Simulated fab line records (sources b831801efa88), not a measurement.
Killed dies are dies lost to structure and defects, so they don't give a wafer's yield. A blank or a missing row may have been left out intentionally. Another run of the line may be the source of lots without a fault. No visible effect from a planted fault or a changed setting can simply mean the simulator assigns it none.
What tool caused it? / flow gf180mcu / 36 wafers from 12 lots sampled at 2 of the route's 602 steps

WHAT EACH GAUGE READ, for each wafer
GF_POLY_GATE_THK_MEAS_17. Usual: POLY_GATE_OXIDATION_THK 4.01 nm, standard deviation 0.074.
lot=L859; measured=day 9 04:34; on=filmMetro-03; POLY_GATE_OXIDATION_THK (nm)=3.94 3.88 3.93; flag=
lot=L860; measured=day 9 12:13; on=filmMetro-01; POLY_GATE_OXIDATION_THK (nm)=4.16 4.09 4.03; flag=
lot=L862; measured=day 10 02:53; on=filmMetro-03; POLY_GATE_OXIDATION_THK (nm)=4.05 4.03 4.07; flag=
lot=L864; measured=day 10 18:29; on=filmMetro-01; POLY_GATE_OXIDATION_THK (nm)=4.11 4.03 3.95; flag=
lot=L867; measured=day 11 13:08; on=filmMetro-01; POLY_GATE_OXIDATION_THK (nm)=4.12 4.08 4.00; flag=
lot=L868; measured=day 12 04:01; on=filmMetro-02; POLY_GATE_OXIDATION_THK (nm)=3.87 3.90 3.85; flag=
lot=L870; measured=day 12 13:14; on=filmMetro-03; POLY_GATE_OXIDATION_THK (nm)=4.03 4.00 4.13; flag=
lot=L875; measured=day 14 06:39; on=filmMetro-03; POLY_GATE_OXIDATION_THK (nm)=4.09 4.05 4.13; flag=
lot=L877; measured=day 14 16:27; on=filmMetro-03; POLY_GATE_OXIDATION_THK (nm)=4.04 4.00 4.00; flag=
lot=L879; measured=day 15 08:35; on=filmMetro-02; POLY_GATE_OXIDATION_THK (nm)=3.97 3.93 4.01; flag=
lot=L880; measured=day 15 18:14; on=filmMetro-01; POLY_GATE_OXIDATION_THK (nm)=4.09 4.09 4.06; flag=
lot=L882; measured=day 16 03:56; on=filmMetro-01; POLY_GATE_OXIDATION_THK (nm)=4.01 3.84 3.97; flag=

EACH LOT AND THE TOOL THAT RAN IT (in order: tool; ch and the chambers of the sampled wafers; start)
lot=L859; GF_POLY_GATE_STRIP_14=plasmaAsher-04 ch 0,1, day 9 03:10
lot=L860; GF_POLY_GATE_STRIP_14=plasmaAsher-03 ch 0,1, day 9 09:50
lot=L862; GF_POLY_GATE_STRIP_14=plasmaAsher-03 ch 0,1, day 10 00:47
lot=L864; GF_POLY_GATE_STRIP_14=plasmaAsher-03 ch 0,1, day 10 17:05
lot=L867; GF_POLY_GATE_STRIP_14=plasmaAsher-03 ch 0,1, day 11 11:44
lot=L868; GF_POLY_GATE_STRIP_14=plasmaAsher-02 ch 0,1, day 12 00:52
lot=L870; GF_POLY_GATE_STRIP_14=plasmaAsher-04 ch 0,1, day 12 11:50
lot=L875; GF_POLY_GATE_STRIP_14=plasmaAsher-04 ch 0,1, day 14 02:58
lot=L877; GF_POLY_GATE_STRIP_14=plasmaAsher-04 ch 0,1, day 14 14:17
lot=L879; GF_POLY_GATE_STRIP_14=plasmaAsher-03 ch 0,1, day 15 07:02
lot=L880; GF_POLY_GATE_STRIP_14=plasmaAsher-03 ch 1, day 15 16:50
lot=L882; GF_POLY_GATE_STRIP_14=plasmaAsher-04 ch 0,1, day 16 02:32
- GF_POLY_GATE_STRIP_14: strips in O2/N2.

AS READ BY THE TOOLS THEMSELVES (means over the sampled wafers that have a number; for cases with no such wafer, the mark the record gives instead)
GF_POLY_GATE_STRIP_14. Usual: chamberPressureMTorr 1500.0 mTorr, standard deviation 1.2; drypumpMotorCurrentA 5.3 A, standard deviation 0.47; heaterPowerW 323 W, standard deviation 26; oesProductAu 0.505 a.u., standard deviation 0.0048; platenTempC 250.01 C, standard deviation 0.18.
lot=L859; tool=plasmaAsher-04; chamberPressureMTorr (mTorr)=1499.4; drypumpMotorCurrentA (A)=5.2; heaterPowerW (W)=344; oesProductAu (a.u.)=0.503; platenTempC (C)=250.01; flag=
lot=L860; tool=plasmaAsher-03; chamberPressureMTorr (mTorr)=1500.3; drypumpMotorCurrentA (A)=4.9; heaterPowerW (W)=291; oesProductAu (a.u.)=0.506; platenTempC (C)=250.01; flag=
lot=L862; tool=plasmaAsher-03; chamberPressureMTorr (mTorr)=1499.9; drypumpMotorCurrentA (A)=4.9; heaterPowerW (W)=295; oesProductAu (a.u.)=0.507; platenTempC (C)=250.03; flag=
lot=L864; tool=plasmaAsher-03; chamberPressureMTorr (mTorr)=1500.0; drypumpMotorCurrentA (A)=4.9; heaterPowerW (W)=292; oesProductAu (a.u.)=0.505; platenTempC (C)=249.86; flag=
lot=L867; tool=plasmaAsher-03; chamberPressureMTorr (mTorr)=1499.4; drypumpMotorCurrentA (A)=4.9; heaterPowerW (W)=296; oesProductAu (a.u.)=0.507; platenTempC (C)=250.21; flag=
lot=L868; tool=plasmaAsher-02; chamberPressureMTorr (mTorr)=1498.7; drypumpMotorCurrentA (A)=6.2; heaterPowerW (W)=355; oesProductAu (a.u.)=0.502; platenTempC (C)=249.92; flag=
lot=L870; tool=plasmaAsher-04; chamberPressureMTorr (mTorr)=1500.3; drypumpMotorCurrentA (A)=5.3; heaterPowerW (W)=344; oesProductAu (a.u.)=0.503; platenTempC (C)=250.04; flag=
lot=L875; tool=plasmaAsher-04; chamberPressureMTorr (mTorr)=1500.4; drypumpMotorCurrentA (A)=5.2; heaterPowerW (W)=342; oesProductAu (a.u.)=0.508; platenTempC (C)=249.99; flag=
lot=L877; tool=plasmaAsher-04; chamberPressureMTorr (mTorr)=1499.8; drypumpMotorCurrentA (A)=5.2; heaterPowerW (W)=340; oesProductAu (a.u.)=0.507; platenTempC (C)=250.11; flag=
lot=L879; tool=plasmaAsher-03; chamberPressureMTorr (mTorr)=1501.0; drypumpMotorCurrentA (A)=5.0; heaterPowerW (W)=298; oesProductAu (a.u.)=0.502; platenTempC (C)=250.15; flag=
lot=L880; tool=plasmaAsher-03; chamberPressureMTorr (mTorr)=1500.9; drypumpMotorCurrentA (A)=5.0; heaterPowerW (W)=306; oesProductAu (a.u.)=0.501; platenTempC (C)=250.03; flag=
lot=L882; tool=plasmaAsher-04; chamberPressureMTorr (mTorr)=1499.6; drypumpMotorCurrentA (A)=5.3; heaterPowerW (W)=339; oesProductAu (a.u.)=0.506; platenTempC (C)=249.92; flag=

THE ANSWER, worked out from the rows above alone
Rule: take the mean of a lot's wafers that have a number; if it is more than 3 standard deviations from the usual mean, the lot is off. Also off: a lot with no number at a reading for which 4 or more lots have one. The other lots that the step has rows for count as sound. Order of review: gauges by route order, followed by the tools' own readings, for which a lot's mean as printed above is used. The first step at which some lot is off is used, and at that step the reading that is off furthest; a lot without a number counts as furthest.
No lot is off on any of the readings shown, so nothing can be concluded from this.

WHAT THE SIMULATOR HAD INSERTED
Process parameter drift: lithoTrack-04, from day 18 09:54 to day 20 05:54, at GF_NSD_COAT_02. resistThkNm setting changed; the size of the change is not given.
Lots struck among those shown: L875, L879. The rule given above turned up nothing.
